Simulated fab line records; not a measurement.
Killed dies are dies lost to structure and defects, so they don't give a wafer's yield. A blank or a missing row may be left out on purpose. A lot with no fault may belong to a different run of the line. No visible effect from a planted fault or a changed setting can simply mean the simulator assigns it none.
Struck lot and sound lot, side by side | flow sky130 | 27 steps out of a route of 708
Sound: the wafers L684.1, L684.2, L684.3. Wafers struck: L701.1, L701.2, L701.6. The cause is named last.
For every step that has rows: the tool of each side, followed by ch and its chambers, followed by its first start. Under that, the readings that differ: sound wafers | struck wafers | difference of the means | sigmas: that difference in standard deviations of wafers without a fault.
alike: readings with means less than 2 such deviations apart, plus words and numbers identical on both sides. not compared: withheld readings, readings lacking a value on some wafer, bounds such as >300 that could conceal the same value, and numbers that have no deviation in the record and whose values overlap.
A row with sigmas, a row that says differs or no value, or rows on one side alone: a step with any of these is where the two part. Non-overlapping numbers with no deviation appear without sigmas and do not part them. A reading missing from all wafers of one side parts the sides only when that side holds two or more wafers.

first, 2 steps without rows for these wafers: SKY_RES_PROTECT_DEVELOP_06 (develop time 60 s); SKY_POLY_GATE_IMPLANT_02.
SKY_RES_PROTECT_STRIP_07: strips in O2/N2.
  sound on plasma asher-04 ch 0,1, day 15 21:25; struck on plasma asher-04 ch 0,1, day 22 03:49
  alike: drypump motor current A, oes product au, strip time to endpoint s
  not compared: rf hours counter h
SKY_RES_PROTECT_TW_MEAS_08:
  sound on film metro-04 at day 15 21:31; struck on film metro-01 at day 22 03:55
  alike: POLY_GATE_TW
then, 2 steps without rows for these wafers: SKY_RES_PROTECT_CLEAN_09 (cleans in SC1/SC2, time 150 s); SKY_POLY_GATE_CVD_03 (deposits Si3N4 from DCS/NH3, target thk 75 nm, time 1290 s).
SKY_POLY_GATE_THK_MEAS_04:
  sound on film metro-01 at day 16 00:01; struck on film metro-01 at day 22 06:03
  alike: POLY_GATE_CVD_03_THK
then, 5 steps without rows for these wafers: SKY_POLY_GATE_DEHYDRATE_05 (time 60 s); SKY_POLY_GATE_HMDS_06 (prime time 60 s); SKY_POLY_GATE_COAT_07 (resist thk 110 nm); SKY_POLY_GATE_COAT_08 (resist thk 450 nm); SKY_POLY_GATE_SOFTBAKE_09 (time 90 s).
SKY_POLY_GATE_EXPOSE_10: exposes mask P1M, target cd 150 nm.
  sound on krf scanner-02 ch 0, day 16 14:34; struck on krf scanner-01 ch 0, day 22 21:42
  reading | sound             | struck                     | difference | sigmas
  mask    | P1M#0 P1M#0 P1M#0 | P1M_R1#0 P1M_R1#0 P1M_R1#0 | differs    |
then, 2 steps without rows for these wafers: SKY_POLY_GATE_PEB_11; SKY_POLY_GATE_DEVELOP_12 (develop time 60 s).
SKY_POLY_GATE_CD_MEAS_13 targets a cd of 150 nm.
  sound on cd sem-01 at day 17 05:07; struck on cd sem-02 at day 23 12:58
  reading    | sound             | struck            | difference | sigmas
  cd nm (nm) | 151.2 150.5 150.8 | 161.4 162.0 161.4 | +10.8      | +8
SKY_POLY_GATE_OVL_MEAS_14:
  sound on overlay-02 at day 17 05:14; struck on overlay-02 at day 23 13:05
  alike: POLY_GATE_OVL
SKY_POLY_GATE_ETCH_15: etches BARC in N2/H2, stops on SiO2, time 118.5 s, target depth 110 nm.
  sound on rie diel-02 ch 0,2,3, day 17 05:16; struck on rie diel-01 ch 1,2, day 23 13:07
  reading                    | sound           | struck          | difference | sigmas
  model.POLY_GATE.cd nm (nm) | 153 147.6 148.3 | 164 166.4 166.6 | +16        |
  alike: drypump motor current A, oes product au, throttle valve pct
  not compared: rf hours counter h
SKY_POLY_GATE_ETCH_16: etches Si3N4 in CH3F/O2, stops on poly-Si, time 147.5 s, target depth 75 nm.
  sound on rie diel-02 ch 0,2,3, day 17 05:21; struck on rie diel-01 ch 1,2, day 23 13:11
  alike: drypump motor current A, oes product au, throttle valve pct
  not compared: rf hours counter h
SKY_POLY_GATE_ETCH_17: etches poly-Si in HBr/Cl2, stops on SiO2, target depth 180 nm, time 70.5 s.
  sound on rie si-01 ch 0,1,3, day 17 05:27; struck on rie si-01 ch 0,1,3, day 23 13:17
  reading                    | sound             | struck            | difference | sigmas
  model.POLY_GATE.cd nm (nm) | 152.8 147.4 151.3 | 163.7 166.6 169.5 | +16.1      |
  alike: drypump motor current A, mfc cl2 sccm, oes product au, throttle valve pct
  not compared: rf hours counter h
SKY_POLY_GATE_STRIP_18: strips in O2/N2.
  sound on plasma asher-02 ch 0,1, day 17 05:30; struck on plasma asher-03 ch 0,1, day 23 13:21
  alike: drypump motor current A, oes product au, strip time to endpoint s
  not compared: rf hours counter h
then, 2 steps without rows for these wafers: SKY_POLY_GATE_CLEAN_19 (cleans in SC1/SC2, time 150 s); SKY_POLY_GATE_OXIDATION_20 (stabilise 600 s, purge 300 s, target thk 4 nm).
SKY_POLY_GATE_THK_MEAS_21:
  sound on film metro-03 at day 17 06:55; struck on film metro-04 at day 23 14:45
  alike: POLY_GATE_OXIDATION_THK
SKY_POLY_GATE_CD_MEAS_22:
  sound on cd sem-02 at day 17 06:58; struck on cd sem-01 at day 23 14:49
  reading    | sound             | struck            | difference | sigmas
  cd nm (nm) | 152.9 147.4 151.4 | 163.9 166.8 169.7 | +16.2      | +6
then, 1 step without rows for these wafers: SKY_LDD_N_DEHYDRATE_00 (time 60 s).
-- the record jumps here: 27 days lie between the struck wafers' starts before and after (it left off in module LDD_N and takes up again in module PAD_OPEN, whose first step shown is number 708 of the route) --
SKY_PAD_OPEN_PROBE_99:
  sound on prober-02 at day 46 10:34; struck on prober-02 at day 50 11:19
  reading                                   | sound             | struck            | difference | sigmas
  model.etest.pfet_01v8.r on ohm um         | 2939 2885 2861    | 3038 3110 3132    | +198       |
  model.etest.res poly.line ohm um          | 499.8 535.2 515.3 | 452.1 441.7 436.7 | -73.3      |
  model.etest.nfet_01v8.r on ohm um         | 838.5 816.5 830.6 | 881.4 878.8 898.3 | +57.6      |
  model.etest.sonos uncharged.r on ohm um   | 833.5 811.7 811.6 | 844.2 838.2 860   | +28.5      |
  model.etest.nfet_01v8_lvt.drive ua um     | 568.8 579.6 578.5 | 555.9 559.5 541.2 | -23.4      |
  model.etest.nfet_01v8.drive ua um         | 496.8 508.4 509.4 | 487.1 492.3 480.4 | -18.3      |
  model.etest.nfet_01v8_swapped.drive ua um | 499.8 505.2 508.4 | 487.7 493.8 478.9 | -17.7      |
  model.etest.nfet_01v8_turned.drive ua um  | 504.4 509.7 507.7 | 489.9 490.5 476.7 | -21.6      |
  alike: killed_at_M0_to_M3, killed_at_M4_up, killed at contacts, killed at front end, killed at other, killed dies, killed open, killed short

## WHERE THEY PART
First at SKY_POLY_GATE_EXPOSE_10; last, within this record, at SKY_POLY_GATE_CD_MEAS_22. Later steps at which nothing parts them and some readings are alike: SKY_PAD_OPEN_PROBE_99.

WHY: whatever the simulator had introduced
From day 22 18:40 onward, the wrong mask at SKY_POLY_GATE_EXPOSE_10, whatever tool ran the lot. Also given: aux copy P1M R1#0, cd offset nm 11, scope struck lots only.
